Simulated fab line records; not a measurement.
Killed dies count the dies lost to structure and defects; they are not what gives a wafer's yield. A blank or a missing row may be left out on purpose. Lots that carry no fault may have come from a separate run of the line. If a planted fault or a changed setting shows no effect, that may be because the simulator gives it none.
Which tool did it? -- flow gf180mcu -- 12 lots, 36 wafers sampled, at 6 steps of a route of 602

== WHAT THE GAUGES READ, wafer by wafer ==
GF_HV_LDD_OVL_MEAS_08. Usual: for HV_LDD_OVL the level is 0.3 nm and the standard deviation is 1.6.
lot,measured,on,HV_LDD_OVL (nm),flag
L282,day 10 01:52,overlay-02,1.4 -1.3 1.1,
L283,day 10 07:34,overlay-02,-1.0 -0.4 2.2,
L284,day 10 15:38,overlay-01,-1.9 -0.4 1.3,
L290,day 12 17:05,overlay-01,2.5 4.0 3.7,
L292,day 13 06:55,overlay-01,1.0 2.8 0.4,
L295,day 14 06:13,overlay-01,2.4 0.4 0.3,
L298,day 14 23:07,overlay-02,-1.8 0.4 -1.1,
L299,day 15 06:04,overlay-02,2.7 2.0 2.1,
L300,day 15 10:55,overlay-01,2.1 2.3 2.4,
L303,day 16 13:41,overlay-02,0.5 -0.4 0.9,
L304,day 16 17:28,overlay-01,0.8 -1.6 0.4,
L305,day 17 03:10,overlay-01,-0.1 -2.3 2.4,

GF_HV_LDD_TW_MEAS_38. Usual: for HV_LDD_3_TW the level is 1438 and the standard deviation is 13.
lot,measured,on,HV_LDD_3_TW,flag
L282,day 11 16:00,film metro-01,1458 1452 1453,
L283,day 11 21:02,film metro-01,1454 1459 1456,
L284,day 12 06:13,film metro-01,1445 1440 1454,
L290,day 14 10:00,film metro-04,1424 1426 1425,
L292,day 15 01:43,film metro-04,1431 1419 1422,
L295,day 16 01:29,film metro-01,1427 1441 1450,
L298,day 16 19:49,film metro-01,1439 1437 1437,
L299,day 17 03:47,film metro-01,1441 1441 1445,
L300,day 17 08:42,film metro-03,1456 1455 1449,
L303,day 18 13:02,film metro-04,1416 1420 1419,
L304,day 18 16:28,film metro-01,1455 1456 1457,
L305,day 19 02:44,film metro-01,1445 1444 1448,

GF_NSD_TW_MEAS_12. Usual: for NSD_TW the level is 4284 and the standard deviation is 19.
lot,measured,on,NSD_TW,flag
L282,day 13 09:57,film metro-02,4268 4264 4247,
L283,day 13 15:50,film metro-01,4314 4344 4327,
L284,day 14 01:40,film metro-02,4272 4263 4275,
L290,day 16 09:28,film metro-02,4325 4310 4286,
L292,day 17 04:23,film metro-02,4320 4307 4326,
L295,day 18 02:07,film metro-01,4322 4324 4310,
L298,day 18 22:02,film metro-03,4265 4261 4281,
L299,day 19 06:20,film metro-03,4293 4313 4316,
L300,day 19 12:01,film metro-01,4297 4283 4280,
L303,day 20 16:35,film metro-02,4287 4282 4280,
L304,day 20 20:26,film metro-02,4301 4276 4285,
L305,day 21 05:56,film metro-02,4281 4256 4245,

GF_PSD_RS_MEAS_14: measurement is done with a four-point probe. Usual: for NSD_RS the level is 46.12 ohm/sq and the standard deviation is 0.1.
lot,measured,on,NSD_RS (ohm/sq),flag
L282,day 14 06:36,film metro-02,46.00 46.17 46.10,
L283,day 14 12:55,film metro-02,46.24 46.07 46.14,
L284,day 14 22:53,film metro-02,46.08 46.07 46.03,
L290,day 17 08:10,film metro-01,44.75 44.70 44.95,OFF
L292,day 18 03:27,film metro-03,44.73 44.77 44.79,OFF
L295,day 19 02:10,film metro-02,46.14 46.19 46.07,
L298,day 19 23:01,film metro-03,45.97 46.05 46.01,
L299,day 20 07:23,film metro-02,46.00 46.04 45.94,
L300,day 20 13:01,film metro-02,46.09 46.00 45.97,
L303,day 21 15:58,film metro-02,46.07 46.19 46.09,
L304,day 21 20:37,film metro-03,46.17 46.23 46.21,
L305,day 22 05:53,film metro-02,46.12 46.14 46.21,

== WHICH TOOL RAN EACH LOT (tool, then ch and the chambers of the sampled wafers, then the start) ==
lot,GF_NSD_IMPLANT_09,GF_NSD_STRIP_11
L282,"implanter-04 ch 0, day 13 09:33","plasma asher-02 ch 0,1, day 13 09:51"
L283,"implanter-02 ch 0, day 13 15:26","plasma asher-04 ch 0,1, day 13 15:44"
L284,"implanter-04 ch 0, day 14 01:17","plasma asher-03 ch 0,1, day 14 01:33"
L290,"implanter-04 ch 0, day 16 09:04","plasma asher-04 ch 0,1, day 16 09:22"
L292,"implanter-04 ch 0, day 17 03:59","plasma asher-02 ch 0,1, day 17 04:17"
L295,"implanter-03 ch 0, day 18 01:43","plasma asher-03 ch 0,1, day 18 02:01"
L298,"implanter-02 ch 0, day 18 21:39","plasma asher-04 ch 0, day 18 21:56"
L299,"implanter-03 ch 0, day 19 05:57","plasma asher-02 ch 0,1, day 19 06:13"
L300,"implanter-02 ch 0, day 19 11:37","plasma asher-03 ch 0,1, day 19 11:55"
L303,"implanter-03 ch 0, day 20 16:12","plasma asher-04 ch 0,1, day 20 16:28"
L304,"implanter-03 ch 0, day 20 20:02","plasma asher-02 ch 0,1, day 20 20:20"
L305,"implanter-03 ch 0, day 21 05:33","plasma asher-04 ch 0,1, day 21 05:49"
- GF_NSD_IMPLANT_09
- GF_NSD_STRIP_11: strips in O2/N2.

== WHAT THE TOOLS THEMSELVES READ (means of the sampled wafers that have a number; where no wafer has one, the mark that the record gives instead) ==
GF_NSD_IMPLANT_09. Usual: beam on s 16.6 s, standard deviation 1.1; dose ions cm2 4e+15, standard deviation 4e+12.
lot,tool,beam on s (s),dose ions cm2,flag
L282,implanter-04,15.2,4e+15,
L283,implanter-02,17.2,4e+15,
L284,implanter-04,15.0,4e+15,
L290,implanter-04,20.0,5e+15,OFF
L292,implanter-04,20.3,5e+15,OFF
L295,implanter-03,17.3,4e+15,
L298,implanter-02,18.0,4e+15,
L299,implanter-03,16.9,4e+15,
L300,implanter-02,18.1,4e+15,
L303,implanter-03,16.8,4e+15,
L304,implanter-03,16.5,4e+15,
L305,implanter-03,17.0,4e+15,

GF_NSD_STRIP_11. Usual: drypump motor current A 5.9 A, standard deviation 0.35; heater power w 320 W, standard deviation 34; o2 flow sccm 2998 sccm, standard deviation 8.6; oes product au 0.486 a.u., standard deviation 0.0047; strip time to endpoint s 22.97 s, standard deviation 0.041.
lot,tool,drypump motor current A (A),heater power w (W),o2 flow sccm (sccm),oes product au (a.u.),strip time to endpoint s (s),flag
L282,plasma asher-02,5.6,357,2995,0.484,22.95,
L283,plasma asher-04,6.0,321,3001,0.487,22.97,
L284,plasma asher-03,6.1,306,2997,0.485,22.95,
L290,plasma asher-04,6.0,320,3005,0.479,23.81,OFF
L292,plasma asher-02,5.7,328,3000,0.482,23.80,OFF
L295,plasma asher-03,6.1,305,2997,0.486,22.95,
L298,plasma asher-04,6.4,286,2992,0.486,23.01,
L299,plasma asher-02,5.6,358,2997,0.486,22.98,
L300,plasma asher-03,6.1,311,2993,0.483,23.02,
L303,plasma asher-04,5.9,320,3002,0.487,22.96,
L304,plasma asher-02,5.7,332,3003,0.490,22.96,
L305,plasma asher-04,6.2,303,3000,0.490,22.99,

== THE ANSWER, worked out from the rows above alone ==
Rule: a lot counts as off when the mean over its wafers that have a number is more than 3 standard deviations away from the usual mean. A lot without any number at a reading at which 4 lots or more have one is off too. Where the step has rows for the other lots, those lots are counted as sound. After the gauges, taken in route order, come the tools' own readings; for these a lot's mean is taken, as printed above. At the first step where some lot is off, the reading lying furthest off is the one used; lots without a number count as furthest.
Off: L290, L292, at GF_PSD_RS_MEAS_14 (NSD_RS).
If a tool, at a process step before that reading, ran all the lots that are off and no sound lot after the first of them, it fits. Not tried: the gauges at GF_PSD_RS_MEAS_14; whatever is off there is also off at GF_NSD_IMPLANT_09, on other tools, and gauge error can't account for it. One candidate fits, namely implanter-04 at GF_NSD_IMPLANT_09. A fault onset in the window from L284 (day 14 01:17, its last sound lot) to L290 (day 16 09:04, its first lot off) fits.
On the lots that are off, the tool's own readings at GF_NSD_IMPLANT_09 differ by more than 5 times the standard deviation of the sound lots' means, which bears it out; dose ions cm2 reads 5e+15 there versus 4e+15 on the sound lots.

== WHAT WAS PUT IN BY THE SIMULATOR ==
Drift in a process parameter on implanter-04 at GF_NSD_IMPLANT_09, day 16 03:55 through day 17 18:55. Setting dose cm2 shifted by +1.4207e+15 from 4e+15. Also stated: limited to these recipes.
Lots struck among those shown: L290, L292. The same result came from the rule above.
